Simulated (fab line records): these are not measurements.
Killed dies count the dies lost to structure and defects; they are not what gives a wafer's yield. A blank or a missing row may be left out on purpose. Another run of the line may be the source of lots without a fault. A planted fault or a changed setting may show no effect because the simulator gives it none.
Matching of chambers / flow gf180mcu / GF_MIM_CVD_05 on pecvd-04: 3 sister chambers
The step deposits Si3N4, target thk 42 nm, time 29.086 s. 3 wafers are shown with their chamber, then 8 later ones without.

## WAFERS, EACH WITH ITS CHAMBER
wafer=L083.3; chamber=2; heater_power_outer_w (W)=321
wafer=L083.6; chamber=0; heater_power_outer_w (W)=395
wafer=L087.3; chamber=1; heater_power_outer_w (W)=561

## WAFERS WITH NO CHAMBER GIVEN
wafer=L087.5; heater_power_outer_w (W)=451
wafer=L087.6; heater_power_outer_w (W)=246
wafer=L090.3; heater_power_outer_w (W)=421
wafer=L090.5; heater_power_outer_w (W)=417
wafer=L090.6; heater_power_outer_w (W)=296
wafer=L095.1; heater_power_outer_w (W)=402
wafer=L095.3; heater_power_outer_w (W)=514
wafer=L095.6; heater_power_outer_w (W)=413

## EACH ONE'S CHAMBER
wafer=L087.5; from the rows above=can't be placed: 0 or 1 or 2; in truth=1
wafer=L087.6; from the rows above=can't be placed: 2 or 0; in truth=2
wafer=L090.3; from the rows above=can't be placed: 0 or 2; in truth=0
wafer=L090.5; from the rows above=can't be placed: 0 or 2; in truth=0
wafer=L090.6; from the rows above=can't be placed: 2 or 0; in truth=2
wafer=L095.1; from the rows above=can't be placed: 0 or 2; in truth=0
wafer=L095.3; from the rows above=can't be placed: 1 or 0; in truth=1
wafer=L095.6; from the rows above=can't be placed: 0 or 2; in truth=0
0 of 8 placed correctly. Cannot be placed on the basis of these rows: 8; the candidates contain the true chamber in 8. Placed wrongly: 0.
How it was worked out, from the rows above alone: a wafer's distance from a chamber is the root of the sum, over the readings, of the square of ((its reading less the chamber's mean) divided by the reading's scatter). If the next closest chamber is less than 2 further off than the closest, the wafer can't be placed; otherwise it belongs to the closest. A chamber's mean is the mean of its shown wafers. The scatter: root of mean squared gap, hidden wafer to nearest shown wafer, with one shown wafer a chamber.
